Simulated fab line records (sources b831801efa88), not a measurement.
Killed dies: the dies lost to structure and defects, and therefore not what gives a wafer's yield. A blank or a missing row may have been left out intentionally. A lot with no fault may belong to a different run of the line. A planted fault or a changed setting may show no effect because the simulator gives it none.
Comparing a struck lot with a sound one + flow sky130 + 33 out of 708 route steps
Sound: these wafers, L338.1, L338.4, L338.6. Wafers L334.2, L334.4, L334.5 were the ones struck. The cause comes at the end.
At each step with rows: each side's tool, then ch and its chambers, then its first start. Under that, the readings that differ: sound wafers + struck wafers + difference of the means + sigmas: that difference in standard deviations of wafers without a fault.
alike: readings whose means differ by less than 2 such deviations, and words and numbers that are the same on both sides. not compared: withheld readings, readings that some wafer has no value for, bounds like >300 that may hide the same value, and numbers for which the record gives no deviation and whose values overlap.
Wherever a step has rows on one side only, a row that says differs or no value, or a row with sigmas, the two part there. When numbers do not overlap yet have no deviation, they are printed without sigmas and do not part them. A reading that every wafer of one side lacks parts them only if that side has two wafers or more.

first, 5 steps without rows for these wafers: SKY_POLY_CUT_COAT_03 (resist thk 450 nm); SKY_POLY_CUT_SOFTBAKE_04 (time 90 s); SKY_POLY_CUT_EXPOSE_05 (exposes mask NPCM, target cd 270 nm); SKY_POLY_CUT_PEB_06; SKY_POLY_CUT_DEVELOP_07 (develop time 60 s).
SKY_POLY_CUT_CD_MEAS_08: the cd target is 270 nm.
  struck on cd_sem-02, day 29 12:58; sound on cd_sem-02, day 30 23:33
  alike: cd_nm
SKY_POLY_CUT_OVL_MEAS_09:
  struck on overlay-01, day 29 13:04; sound on overlay-01, day 30 23:40
  alike: POLY_CUT_OVL
SKY_POLY_CUT_ETCH_10: etches BARC in N2/H2, stops on SiO2, time 45.9 s, target depth 60 nm.
  sound on rie_diel-03 ch 1,2,3, day 30 23:43; struck on rie_diel-03 ch 2,3, day 29 13:05
  alike: bias_w, drypump_motor_current_A, n2_flow_sccm, oes_product_au, throttle_valve_pct
  not compared: rf_hours_counter_h
SKY_POLY_CUT_ETCH_11: etches Si3N4 in CF4/CH2F2/Ar, stops on poly-Si, time 42.5 s, target depth 60 nm.
  sound on rie_diel-03 ch 1,2,3, day 30 23:45; struck on rie_diel-03 ch 2,3, day 29 13:08
| reading                | sound                | struck               | difference | sigmas |
|------------------------|----------------------|----------------------|------------|--------|
| throttle_valve_pct (%) | 15.004 14.999 15.003 | 14.980 14.997 14.973 | -0.019     | -2     |
  alike: bias_w, drypump_motor_current_A, oes_product_au
  not compared: rf_hours_counter_h
SKY_POLY_CUT_STRIP_12: strips in O2/N2.
  sound on plasma_asher-04 ch 0,1, day 30 23:47; struck on plasma_asher-02 ch 0,1, day 29 13:11
| reading                      | sound             | struck            | difference | sigmas |
|------------------------------|-------------------|-------------------|------------|--------|
| drypump_motor_current_A (A)  | 5.1 5.1 5.2       | 5.9 6.0 6.0       | +0.8       | +3     |
| strip_time_to_endpoint_s (s) | 5.380 5.368 5.371 | 5.342 5.335 5.340 | -0.034     | -2     |
  alike: n2_flow_sccm, oes_product_au
  not compared: rf_hours_counter_h
then, 2 steps without rows for these wafers: SKY_SD_P_DEHYDRATE_00 (time 60 s); SKY_SD_P_HMDS_01 (prime time 60 s).
SKY_SD_P_COAT_02: resist thk 1140 nm.
  sound on litho_track-01 ch 0, day 31 13:15; struck on litho_track-01, day 30 03:41
  no value came back on the struck wafers for chill_plate_temp_C (C), dispense_pressure_kPa (kPa); on the sound wafers chill_plate_temp_C (C) reads 22.85 22.95 22.97
then, 4 steps without rows for these wafers: SKY_SD_P_SOFTBAKE_03 (time 60 s); SKY_SD_P_EXPOSE_04 (exposes mask PSDM, target cd 380 nm); SKY_SD_P_PEB_05; SKY_SD_P_DEVELOP_06 (develop time 60 s).
SKY_SD_P_CD_MEAS_07: the cd target is 380 nm.
  struck on cd_sem-01, day 30 17:31; sound on cd_sem-01, day 32 03:26
| reading    | sound             | struck | difference                    | sigmas |
|------------|-------------------|--------|-------------------------------|--------|
| cd_nm (nm) | 384.2 383.0 386.7 | - - -  | no value on the struck wafers |        |
SKY_SD_P_OVL_MEAS_08:
  struck on overlay-01, day 30 17:38; sound on overlay-01, day 32 03:33
| reading       | sound       | struck | difference                    | sigmas |
|---------------|-------------|--------|-------------------------------|--------|
| SD_P_OVL (nm) | 0.7 2.3 1.6 | - - -  | no value on the struck wafers |        |
after that, 1 step had no rows for these wafers: SKY_SD_P_IMPLANT_09.
SKY_SD_P_STRIP_10: strips in O2/N2.
  sound on plasma_asher-02 ch 0,1, day 32 03:44; struck on plasma_asher-03 ch 0,1, day 30 17:49
  no value came back on the struck wafers for oes_product_au (a.u.), strip_time_to_endpoint_s (s); on the sound wafers oes_product_au (a.u.) reads 0.616 0.625 0.622
  alike: drypump_motor_current_A, n2_flow_sccm
  not compared: rf_hours_counter_h
SKY_SD_P_TW_MEAS_11:
  struck on film_metro-04, day 30 17:55; sound on film_metro-04, day 32 03:50
  alike: SD_P_TW
then, 8 steps without rows for these wafers: SKY_RES_XHIGH_DEHYDRATE_00 (time 60 s); SKY_RES_XHIGH_HMDS_01 (prime time 60 s); SKY_RES_XHIGH_COAT_02 (resist thk 1140 nm); SKY_RES_XHIGH_SOFTBAKE_03 (time 60 s); SKY_RES_XHIGH_EXPOSE_04 (exposes mask URPM, target cd 1270 nm); SKY_RES_XHIGH_PEB_05; SKY_RES_XHIGH_DEVELOP_06 (develop time 60 s); SKY_RES_XHIGH_IMPLANT_07.
SKY_RES_XHIGH_STRIP_08: strips in O2/N2.
  sound on plasma_asher-01 ch 0,1, day 33 06:56; struck on plasma_asher-01 ch 0,1, day 31 21:56
| reading                      | sound             | struck            | difference | sigmas |
|------------------------------|-------------------|-------------------|------------|--------|
| strip_time_to_endpoint_s (s) | 14.38 14.37 14.38 | 14.29 14.31 14.26 | -0.09      | -2     |
  alike: drypump_motor_current_A, n2_flow_sccm, oes_product_au
  not compared: rf_hours_counter_h
SKY_RES_XHIGH_TW_MEAS_09:
  struck on film_metro-02, day 31 22:03; sound on film_metro-04, day 33 07:02
| reading      | sound          | struck         | difference | sigmas |
|--------------|----------------|----------------|------------|--------|
| RES_XHIGH_TW | 1638 1626 1641 | 2875 2863 2867 | +1233      | +82    |
then, 1 step without rows for these wafers: SKY_SD_N_DEHYDRATE_00 (time 60 s).

## WHERE THEY PART
Last at SKY_RES_XHIGH_TW_MEAS_09 as far as this record goes, first at SKY_POLY_CUT_ETCH_11.

WHY: the cause the simulator had injected
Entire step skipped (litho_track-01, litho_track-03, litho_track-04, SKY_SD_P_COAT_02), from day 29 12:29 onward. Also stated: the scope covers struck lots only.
